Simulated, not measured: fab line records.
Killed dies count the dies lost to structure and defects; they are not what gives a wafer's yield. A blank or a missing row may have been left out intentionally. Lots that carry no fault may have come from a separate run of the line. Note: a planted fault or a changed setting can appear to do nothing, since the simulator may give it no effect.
What tool caused it? / flow sky130 / 6 lots, 18 wafers sampled, at 2 steps of a route of 708

WHAT THE GAUGES READ, wafer by wafer
SKY_VIA3_BOW_MEAS_03.
lot=L351; measured=day 39 08:58; on=film metro-03; VIA3_BOW (um)=87 86 83
lot=L357; measured=day 41 23:41; on=film metro-01; VIA3_BOW (um)=77 69 84
lot=L359; measured=day 42 05:14; on=film metro-04; VIA3_BOW (um)=83 87 92
lot=L362; measured=day 42 18:01; on=film metro-03; VIA3_BOW (um)=81 68 80
lot=L369; measured=day 44 14:12; on=film metro-03; VIA3_BOW (um)=90 72 77
lot=L371; measured=day 45 06:16; on=film metro-04; VIA3_BOW (um)=71 70 80

WHICH TOOL RAN EACH LOT (tool, then ch and the chambers of the sampled wafers, then the start)
lot=L351; SKY_VIA3_CMP_02=cmp-02 ch 0,1, day 39 08:39
lot=L357; SKY_VIA3_CMP_02=cmp-02 ch 0,1,2, day 41 23:23
lot=L359; SKY_VIA3_CMP_02=cmp-01 ch 0,1,2, day 42 04:56
lot=L362; SKY_VIA3_CMP_02=cmp-02 ch 1,2,3, day 42 17:41
lot=L369; SKY_VIA3_CMP_02=cmp-02 ch 0,2,3, day 44 13:53
lot=L371; SKY_VIA3_CMP_02=cmp-01 ch 0,2, day 45 05:58
- SKY_VIA3_CMP_02: polishes SiO2.

THE ANSWER, worked out from the rows above alone
Rule: usual is defined by the lots themselves. Put in order of their means at a reading, lots are off if they are a third of the lots or fewer, leave a main group of 4 or more, and stand apart from it by a gap of 3 or more times the standard deviation of the main group's means; of several such gaps the widest counts. A main group is skipped when, at the precision printed for the reading in the tables above, its means are all equal. Also off: a lot with no number at a reading for which 4 or more lots have one. Any other lot the step has rows for is counted as sound.
Nothing can be told from this: no lot is off at any reading shown.

WHAT THE SIMULATOR HAD PUT IN
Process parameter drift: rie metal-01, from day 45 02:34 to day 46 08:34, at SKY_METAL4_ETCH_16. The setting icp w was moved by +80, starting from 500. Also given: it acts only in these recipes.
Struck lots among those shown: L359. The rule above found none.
